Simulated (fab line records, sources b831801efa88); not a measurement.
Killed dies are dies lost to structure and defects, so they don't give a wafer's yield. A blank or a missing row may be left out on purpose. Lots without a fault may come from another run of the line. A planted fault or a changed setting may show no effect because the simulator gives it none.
A struck lot beside a sound one | flow sky130 | 43 steps out of a route of 708
Sound: wafers L804.2, L804.4, L804.6. Struck: wafers L823.2, L823.4, L823.5. The cause comes at the end.
At each step with rows: each side's tool, then ch and its chambers, then its first start. Under that, the readings that differ: sound wafers | struck wafers | difference of the means | sigmas: that difference in standard deviations of wafers without a fault.
alike: readings whose means differ by less than 2 such deviations, and words and numbers that are the same on both sides. not compared: withheld readings, readings that some wafer has no value for, bounds like >300 that may hide the same value, and numbers for which the record gives no deviation and whose values overlap.
The two part at a step that has a row with sigmas, a row that says differs or no value, or rows on one side only. Numbers that don't overlap but have no deviation are shown without sigmas and don't part them. A reading that every wafer of one side lacks parts them only if that side has two wafers or more.

first, 8 steps without rows for these wafers: SKY_LI_CONTACT_DEHYDRATE_04 (time 60 s); SKY_LI_CONTACT_HMDS_05 (prime time 60 s); SKY_LI_CONTACT_COAT_06 (resist thk 60 nm); SKY_LI_CONTACT_COAT_07 (resist thk 450 nm); SKY_LI_CONTACT_SOFTBAKE_08 (time 90 s); SKY_LI_CONTACT_EXPOSE_09 (exposes mask LICM1, target cd 170 nm); SKY_LI_CONTACT_PEB_10; SKY_LI_CONTACT_DEVELOP_11 (develop time 60 s).
SKY_LI_CONTACT_CD_MEAS_12: target cd 170 nm.
  sound on cd_sem-01, day 30 14:11; struck on cd_sem-02, day 35 15:05
  alike: cd_nm
SKY_LI_CONTACT_OVL_MEAS_13:
  sound on overlay-02, day 30 14:18; struck on overlay-02, day 35 15:11
  alike: LI_CONTACT_OVL
then, 2 steps without rows for these wafers: SKY_LI_CONTACT_ETCH_14 (etches BARC in N2/H2, stops on SiO2, time 45.9 s, target depth 60 nm); SKY_LI_CONTACT_ETCH_15 (etches PSG in C4F8/O2/Ar, stops on Si, target depth 600 nm).
SKY_LI_CONTACT_STRIP_16: strips in O2/N2.
  sound on plasma_asher-01 ch 0,1, day 30 14:28; struck on plasma_asher-04 ch 0,1, day 35 15:21
  alike: drypump_motor_current_A, oes_product_au, strip_time_to_endpoint_s
  not compared: rf_hours_counter_h
then, 4 steps without rows for these wafers: SKY_LI_CONTACT_CLEAN_17 (cleans in NMP, time 600 s); SKY_LI_CONTACT_PRE_CLEAN_18 (time 5.6 s); SKY_LI_CONTACT_SPUTTER_19 (material Ti, target thk 20 nm, time 106.37 s); SKY_LI_CONTACT_SPUTTER_20 (material TiN, target thk 20 nm, time 80 s).
SKY_LI_CONTACT_CVD_21: deposits W, target thk 400 nm, time 120.56 s.
  sound on cvd_w-02 ch 1, day 30 14:53; struck on cvd_w-01 ch 0, day 35 15:48
  alike: heater_power_w
  not compared: since_wet_clean_h
SKY_LI_CONTACT_RS_MEAS_22: measures by four-point-probe.
  sound on film_metro-01, day 30 15:02; struck on film_metro-04, day 35 15:56
  alike: LI_CONTACT_W_RS
SKY_LI_CONTACT_THK_MEAS_23: measures by xrf.
  sound on film_metro-01, day 30 15:08; struck on film_metro-04, day 35 16:03
  alike: LI_CONTACT_W_THK
SKY_LI_CONTACT_CMP_24: polishes, stops on PSG, t overpolish 20 s, target thk 0 nm.
  sound on cmp-01 ch 1,2,3, day 30 15:17; struck on cmp-01 ch 0,1,3, day 35 16:12
  alike: edge_zone_pressure_frac, motor_current_A, overpolish_run_s, time_to_endpoint_s
SKY_LOCAL_INTERCONNECT_SPUTTER_00: material TiN, target thk 100 nm, time 83.3 s.
  sound on pvd_sputter-01, day 30 15:29; struck on pvd_sputter-04, day 35 16:24
  alike: throttle_valve_pct
SKY_LOCAL_INTERCONNECT_RS_MEAS_01: measures by four-point-probe.
  sound on film_metro-04, day 30 15:35; struck on film_metro-02, day 35 16:29
  alike: LOCAL_INTERCONNECT_TIN_RS
SKY_LOCAL_INTERCONNECT_THK_MEAS_02: measures by xrf.
  sound on film_metro-04, day 30 15:41; struck on film_metro-02, day 35 16:35
  alike: LOCAL_INTERCONNECT_TIN_THK
then, 8 steps without rows for these wafers: SKY_LOCAL_INTERCONNECT_DEHYDRATE_03 (time 60 s); SKY_LOCAL_INTERCONNECT_HMDS_04 (prime time 60 s); SKY_LOCAL_INTERCONNECT_COAT_05 (resist thk 60 nm); SKY_LOCAL_INTERCONNECT_COAT_06 (resist thk 450 nm); SKY_LOCAL_INTERCONNECT_SOFTBAKE_07 (time 90 s); SKY_LOCAL_INTERCONNECT_EXPOSE_08 (exposes mask LI1M, target cd 170 nm); SKY_LOCAL_INTERCONNECT_PEB_09; SKY_LOCAL_INTERCONNECT_DEVELOP_10 (develop time 60 s).
SKY_LOCAL_INTERCONNECT_CD_MEAS_11: target cd 170 nm.
  sound on cd_sem-01, day 31 18:45; struck on cd_sem-02, day 36 18:42
  reading    | sound             | struck            | difference | sigmas
  cd_nm (nm) | 166.3 168.1 169.6 | 171.8 172.0 172.1 | +4.0       | +3
SKY_LOCAL_INTERCONNECT_OVL_MEAS_12:
  sound on overlay-02, day 31 18:52; struck on overlay-02, day 36 18:49
  alike: LOCAL_INTERCONNECT_OVL
SKY_LOCAL_INTERCONNECT_ETCH_13: etches BARC in N2/H2, stops on SiO2, time 45.9 s, target depth 60 nm.
  sound on rie_metal-04 ch 0,1, day 31 18:53; struck on rie_metal-04 ch 0,1, day 36 18:50
  alike: drypump_motor_current_A, oes_product_au, throttle_valve_pct
  not compared: rf_hours_counter_h
SKY_LOCAL_INTERCONNECT_METAL_ETCH_14: etches TiN in Cl2/BCl3, stops on PSG, target depth 110 nm, time 31.4 s.
  sound on rie_metal-04 ch 0,1, day 31 18:57; struck on rie_metal-04 ch 0,1, day 36 18:54
  alike: bcl3_flow_sccm, drypump_motor_current_A, oes_product_au, throttle_valve_pct
  not compared: rf_hours_counter_h
then, 5 steps without rows for these wafers: SKY_LOCAL_INTERCONNECT_STRIP_15 (strips in O2/N2); SKY_LOCAL_INTERCONNECT_STRIP_16 (strips in post etch residue remover, time 1200 s); SKY_LOCAL_INTERCONNECT_CLEAN_17 (cleans in IPA, time 180 s); SKY_LOCAL_INTERCONNECT_CLEAN_18 (cleans in O3/DIW); SKY_CONTACT_CVD_00 (deposits Si3N4, target thk 75 nm).
SKY_CONTACT_THK_MEAS_01:
  sound on film_metro-03, day 31 19:39; struck on film_metro-02, day 36 19:35
  alike: CONTACT_CVD_00_THK
-- the record jumps here: 14 days lie between the struck wafers' starts before and after (it left off in module CONTACT and takes up again in module PAD_OPEN, whose first step shown is number 708 of the route) --
SKY_PAD_OPEN_PROBE_99:
  sound on prober-02, day 47 10:49; struck on prober-02, day 50 10:03
  reading            | sound    | struck                                                                     | difference                   | sigmas
  hold               | - - -    | await_dispo/2.0h/release await_dispo/2.0h/release await_dispo/2.0h/release | no value on the sound wafers |
  killed_at_contacts | 23 31 19 | 66 55 44                                                                   | +31                          | +6
  killed_dies        | 81 92 76 | 130 114 97                                                                 | +31                          | +3
  alike: killed_at_M0_to_M3, killed_at_M4_up, killed_at_front_end, killed_at_other, killed_open, killed_short

WHERE THEY PART
First at SKY_LOCAL_INTERCONNECT_CD_MEAS_11; last, within this record, at SKY_PAD_OPEN_PROBE_99.

WHY: what the simulator had put in
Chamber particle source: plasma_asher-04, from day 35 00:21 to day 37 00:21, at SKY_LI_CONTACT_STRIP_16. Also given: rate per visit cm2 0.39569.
